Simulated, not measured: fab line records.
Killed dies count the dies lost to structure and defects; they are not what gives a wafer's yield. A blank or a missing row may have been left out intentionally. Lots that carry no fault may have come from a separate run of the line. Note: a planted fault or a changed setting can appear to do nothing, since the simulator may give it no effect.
Which tool is to blame? -- flow sky130 -- 33 wafers from 11 lots sampled at 3 of the route's 708 steps

== WHAT THE GAUGES READ, wafer by wafer ==
SKY_VT_ADJUST_PCH_TW_MEAS_10.
lot,measured,on,VT_ADJUST_PCH_TW
L479,day 10 07:07,filmMetro-01,141.1 141.8 141.2
L484,day 12 04:07,filmMetro-01,142.3 142.6 143.2
L486,day 13 03:33,filmMetro-01,143.0 143.2 144.1
L487,day 13 14:43,filmMetro-04,142.6 142.5 141.9
L488,day 13 20:13,filmMetro-02,140.8 141.1 141.0
L489,day 14 10:14,filmMetro-01,143.3 143.9 143.8
L491,day 14 12:57,filmMetro-04,141.2 142.5 142.8
L492,day 14 18:54,filmMetro-01,143.5 143.2 144.2
L497,day 16 06:12,filmMetro-01,142.7 143.1 142.9
L500,day 17 05:04,filmMetro-01,143.3 143.7 143.4
L502,day 18 00:46,filmMetro-01,143.3 142.5 143.1

== TOOL THAT RAN EACH LOT (tool first, then ch and the chambers of the sampled wafers, then the start) ==
lot,SKY_VT_ADJUST_HVTR_STRIP_10,SKY_VT_ADJUST_PCH_STRIP_09
L479,"plasmaAsher-01 ch 0,1, day 9 08:40","plasmaAsher-04 ch 0,1, day 10 07:01"
L484,"plasmaAsher-04 ch 0,1, day 11 03:22","plasmaAsher-03 ch 0,1, day 12 04:01"
L486,"plasmaAsher-02 ch 0,1, day 12 02:10","plasmaAsher-02 ch 0,1, day 13 03:27"
L487,"plasmaAsher-04 ch 0,1, day 12 12:42","plasmaAsher-03 ch 0,1, day 13 14:37"
L488,"plasmaAsher-02 ch 0,1, day 12 19:02","plasmaAsher-02 ch 0,1, day 13 20:08"
L489,"plasmaAsher-01 ch 0,1, day 13 08:00","plasmaAsher-02 ch 0,1, day 14 10:10"
L491,"plasmaAsher-01 ch 0,1, day 13 10:10","plasmaAsher-04 ch 0,1, day 14 12:51"
L492,"plasmaAsher-04 ch 0,1, day 13 15:37","plasmaAsher-03 ch 0,1, day 14 18:48"
L497,"plasmaAsher-02 ch 0,1, day 15 02:13","plasmaAsher-04 ch 0,1, day 16 06:06"
L500,"plasmaAsher-04 ch 1, day 16 00:28","plasmaAsher-04 ch 1, day 17 04:57"
L502,"plasmaAsher-04 ch 0,1, day 16 19:49","plasmaAsher-02 ch 0, day 18 00:39"
- SKY_VT_ADJUST_HVTR_STRIP_10: strips in O2/N2.
- SKY_VT_ADJUST_PCH_STRIP_09: strips in O2/N2.

== THE ANSWER, worked out from the rows above alone ==
Rule: usual is defined by the lots themselves. The widest of any qualifying gaps counts: lots, ordered by their means at a reading, are off when they make up no more than a third of the lots, leave a main group of 4 or more, and stand apart from it by 3 or more times the standard deviation of that group's means. A main group is skipped when, at the precision printed for the reading in the tables above, its means are all equal. Also off: a lot with no number at a reading for which 4 or more lots have one. Where the step has rows for the other lots, those lots are counted as sound.
None of the lots is off at any reading shown; this tells nothing.

== WHAT THE SIMULATOR PUT IN ==
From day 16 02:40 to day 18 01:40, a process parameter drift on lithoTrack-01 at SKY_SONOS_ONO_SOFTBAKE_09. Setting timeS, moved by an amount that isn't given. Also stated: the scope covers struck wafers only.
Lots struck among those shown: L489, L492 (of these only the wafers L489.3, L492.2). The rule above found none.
